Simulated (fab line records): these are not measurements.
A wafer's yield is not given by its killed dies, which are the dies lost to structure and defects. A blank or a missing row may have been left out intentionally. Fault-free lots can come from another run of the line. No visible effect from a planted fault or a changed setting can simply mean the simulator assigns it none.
Code-filled problem report in 8D (eight disciplines) form ; flow sky130 ; the parts of the form that need people (team, actions taken, sign-off) are left out

== 1. THE PROBLEM ==
strip time to endpoint s at SKY_SONOS_ONO_STRIP_17 reads a mean of 13.90 s on 4 wafers of 3 lots; wafers without a fault read 14.09 s with a standard deviation of 0.037. That is -5.1 standard deviations from the usual mean.
The step: strips in O2/N2.
The first sign was on wafer L338.2 at day 15 05:35, on plasma asher-02. At this step, 31 wafers from 11 lots have a number in the record. By rule, "out" or "out of limits" means more than 4 standard deviations away from the usual mean. Any other wafer with a number is counted as sound.

== 2. WHAT IT IS, WHAT IT ISN'T ==
question;is;is not
which readings at this step;strip time to endpoint s;drypump motor current A, n2 flow sccm, oes product au
which lots;L338, L340, L341;L331, L332, L334, L346, L347, L350, L352, L353
which wafers of those lots;L338.2, L338.5, L340.5, L341.2;L338.6, L340.3, L341.4
read on which tools;plasma asher-02, plasma asher-04;plasma asher-01
when;from day 15 05:35;"up to then (10 sound wafers); but 17 sound wafers of L340, L341, L346, L347, L350, L352, L353 came after"

== 3. WHAT RULES OUT EACH SUSPECT ==
Counting: any tool at a process step up to the reading remains a suspect provided it ran every lot that is out. Sound lots after the first of them don't rule it out here, since some wafers of a struck lot are sound.
- plasma asher-02 at SKY_FIELD_ISO_STRIP_16 (strips in O2/N2): kept. It ran every lot that is out, first L338 (day 3 16:44); its last sound lot up to then is L332 (day 2 12:05).
- rie diel-01 at SKY_SONOS_ONO_ETCH_15 (etches the open film in CHF3/O2, target depth 19.52 nm, time 7.8 s): kept. It ran every lot that is out, first L338 (day 15 05:29); its last sound lot up to then is L334 (day 13 19:52).
The count leaves rie diel-01 at SKY_SONOS_ONO_ETCH_15 and plasma asher-02 at SKY_FIELD_ISO_STRIP_16.

== 4. THE CAUSE (what the simulator had put in) ==
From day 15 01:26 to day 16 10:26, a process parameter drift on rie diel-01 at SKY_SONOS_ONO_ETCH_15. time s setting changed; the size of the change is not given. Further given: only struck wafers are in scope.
This tool is one of the 2 suspects left after counting.

== 5. THE CHAIN OF EFFECTS, in route order ==
Each row: a reading whose mean over the struck wafers that have a number lies more than 3 standard deviations from the usual. Only readings whose record carries a usual standard deviation are examined. hours: median over the lots of the time between each lot's start at the first step of this table that gives one and its start at this step. sigmas: the change, counted in usual standard deviations.
hours;step;reading;usual;on struck wafers;change;sigmas
0;SKY_SONOS_ONO_STRIP_17;strip time to endpoint s;14.09 s;13.90;-0.19;-5.1
Process steps it contains:
- SKY_SONOS_ONO_STRIP_17: strips in O2/N2.

== 6. HOW IT WOULD HAVE BEEN CAUGHT EARLIER ==
In this record no reading fell out of limits until day 15 05:35, 4 hours after the fault had begun at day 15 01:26.
No tool reading at SKY_SONOS_ONO_ETCH_15 that has a usual standard deviation in the record was out on any struck wafer, so an alarm limit of 4 standard deviations on those readings would not have fired.
Of the lots that are out (3), L340, L341 began SKY_SONOS_ONO_ETCH_15 on rie diel-01 after day 15 05:35. A hold on the tool at that time would have spared those 2.
